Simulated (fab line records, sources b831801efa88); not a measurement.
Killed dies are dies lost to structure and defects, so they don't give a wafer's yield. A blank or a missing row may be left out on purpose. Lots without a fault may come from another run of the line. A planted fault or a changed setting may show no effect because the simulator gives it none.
Which tool did it? | flow sfq_line | 14 lots, 42 wafers sampled, at 2 steps of a route of 325

WHAT THE GAUGES READ, wafer by wafer
The record holds no reading of a measuring or inspecting step that can be judged against a usual standard deviation.

WHICH TOOL RAN EACH LOT (tool, then ch and the chambers of the sampled wafers, then the start)
lot  | SFQ_TRILAYER_I4_DEP_PECVD_099   | SFQ_TRILAYER_I4_CMP_CMP_100
L561 | pecvd-03 ch 0,1,2, day 45 22:52 | cmp-02 ch 0,1,3, day 46 00:27
L563 | pecvd-02 ch 1,2, day 46 04:37   | cmp-01 ch 0,1, day 46 04:42
L565 | pecvd-03 ch 0,1,2, day 46 12:25 | cmp-02 ch 0,1, day 46 18:53
L568 | pecvd-01 ch 0,2, day 47 05:59   | cmp-01 ch 0,2,3, day 47 09:08
L569 | pecvd-03 ch 0,2, day 48 15:46   | cmp-01 ch 0,1,2, day 48 22:11
L571 | pecvd-03 ch 0,1, day 49 04:31   | cmp-02 ch 0,1,2, day 49 05:56
L572 | pecvd-03 ch 0,1,2, day 49 15:27 | cmp-01 ch 0,1, day 49 16:02
L573 | pecvd-03 ch 1,2, day 49 22:29   | cmp-01 ch 1,2,3, day 49 22:34
L574 | pecvd-02 ch 0,1,2, day 50 01:04 | cmp-02 ch 0,2, day 50 01:38
L575 | pecvd-01 ch 0,1,2, day 50 10:54 | cmp-02 ch 0,1,2, day 50 11:28
L576 | pecvd-03 ch 0,1,2, day 50 15:04 | cmp-02 ch 0,2,3, day 50 15:09
L579 | pecvd-03 ch 0,1, day 51 11:53   | cmp-02 ch 0,1,3, day 51 11:57
L580 | pecvd-01 ch 1,2, day 51 20:20   | cmp-02 ch 1,2,3, day 51 21:25
L583 | pecvd-01 ch 0,2, day 52 22:44   | cmp-02 ch 0,3, day 53 00:29
- SFQ_TRILAYER_I4_DEP_PECVD_099: deposits SiO2 from SiH4/N2O, time 111.11 s, target thk 500 nm.
- SFQ_TRILAYER_I4_CMP_CMP_100: polishes SiO2.

WHAT THE TOOLS THEMSELVES READ (means of the sampled wafers that have a number; where no wafer has one, the mark that the record gives instead)
SFQ_TRILAYER_I4_DEP_PECVD_099. Usual: chamber_pressure_Torr 2.400 Torr, standard deviation 0.0056; heater_power_w 87 W, standard deviation 8.2; rf_fwd_power_W 182.5 W, standard deviation 0.61; throttle_valve_pct 25.3 %, standard deviation 1.4.
lot  | tool     | chamber_pressure_Torr (Torr) | heater_power_w (W) | rf_fwd_power_W (W) | throttle_valve_pct (%) | flag
L561 | pecvd-03 | 2.397                        | 80                 | 182.8              | 25.5                   |
L563 | pecvd-02 | 2.399                        | 86                 | 182.7              | 26.6                   |
L565 | pecvd-03 | 2.395                        | 86                 | 182.5              | 25.6                   |
L568 | pecvd-01 | 2.396                        | 92                 | 182.2              | 23.7                   |
L569 | pecvd-03 | 2.400                        | 89                 | 182.7              | 24.9                   |
L571 | pecvd-03 | 2.398                        | 80                 | 182.8              | 26.4                   |
L572 | pecvd-03 | 2.401                        | 91                 | 182.5              | 25.6                   |
L573 | pecvd-03 | 2.405                        | 91                 | 182.8              | 25.9                   |
L574 | pecvd-02 | 2.403                        | 76                 | 182.5              | 26.2                   |
L575 | pecvd-01 | 2.399                        | 88                 | 182.6              | 23.8                   |
L576 | pecvd-03 | 2.403                        | 74                 | 211.7              | 25.8                   | OFF
L579 | pecvd-03 | 2.404                        | 77                 | 212.0              | 26.4                   | OFF
L580 | pecvd-01 | 2.403                        | 80                 | 182.7              | 23.8                   |
L583 | pecvd-01 | 2.400                        | 88                 | 182.3              | 24.0                   |

SFQ_TRILAYER_I4_CMP_CMP_100. Usual: motor_current_A 10.6 A, standard deviation 1.1; retaining_ring_pressure_frac 1.000, standard deviation 0.005; slurry_filter_dp_kPa 13.50 kPa, standard deviation 0.15; time_to_endpoint_s 224 s, standard deviation 8.5.
lot  | tool   | motor_current_A (A) | retaining_ring_pressure_frac | slurry_filter_dp_kPa (kPa) | time_to_endpoint_s (s) | flag
L561 | cmp-02 | 10.7                | 1.003                        | 13.46                      | 225                    |
L563 | cmp-01 | 10.8                | 0.999                        | 13.53                      | 229                    |
L565 | cmp-02 | 10.9                | 1.002                        | 13.47                      | 223                    |
L568 | cmp-01 | 10.5                | 1.000                        | 13.50                      | 226                    |
L569 | cmp-01 | 10.1                | 1.003                        | 13.49                      | 232                    |
L571 | cmp-02 | 10.7                | 0.999                        | 13.42                      | 233                    |
L572 | cmp-01 | 10.1                | 1.000                        | 13.43                      | 226                    |
L573 | cmp-01 | 10.4                | 0.998                        | 13.51                      | 219                    |
L574 | cmp-02 | 10.9                | 1.000                        | 13.41                      | 221                    |
L575 | cmp-02 | 10.5                | 0.995                        | 13.49                      | 212                    |
L576 | cmp-02 | 10.9                | 1.002                        | 13.43                      | 247                    |
L579 | cmp-02 | 10.7                | 1.002                        | 13.54                      | 252                    | OFF
L580 | cmp-02 | 10.4                | 0.999                        | 13.48                      | 224                    |
L583 | cmp-02 | 10.9                | 1.000                        | 13.45                      | 218                    |

THE ANSWER, worked out from the rows above alone
Rule: a lot is off if the mean of its wafers that have a number lies more than 3 standard deviations from the usual mean. A lot without any number at a reading at which 4 lots or more have one is off too. The other lots that the step has rows for count as sound. The gauges are gone through in route order, then the tools' own readings, and for those a lot's mean is taken as printed above. The first step at which some lot is off is used, and at that step the reading that is off furthest; a lot without a number counts as furthest.
Off: L576, L579, at SFQ_TRILAYER_I4_DEP_PECVD_099 (rf_fwd_power_W).
A tool fits if, at that step or a process step before it, it ran every lot that is off, and no sound lot after the first of them. One fits: pecvd-03 at SFQ_TRILAYER_I4_DEP_PECVD_099. Its last sound lot is L573 (day 49 22:29), its first lot that is off L576 (day 50 15:04): a fault that began between those two fits.
The tool's own readings at SFQ_TRILAYER_I4_DEP_PECVD_099 bear it out: on the lots that are off they differ by more than 5 times the standard deviation of the sound lots' means. rf_fwd_power_W reads 211.8 W there against 182.6 W on the sound lots.

WHAT THE SIMULATOR HAD PUT IN
Process parameter drift: pecvd-03, from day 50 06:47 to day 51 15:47, at SFQ_TRILAYER_I4_DEP_PECVD_099. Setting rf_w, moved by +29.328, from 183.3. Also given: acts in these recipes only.
Lots struck among those shown: L576, L579. The rule above found the same.
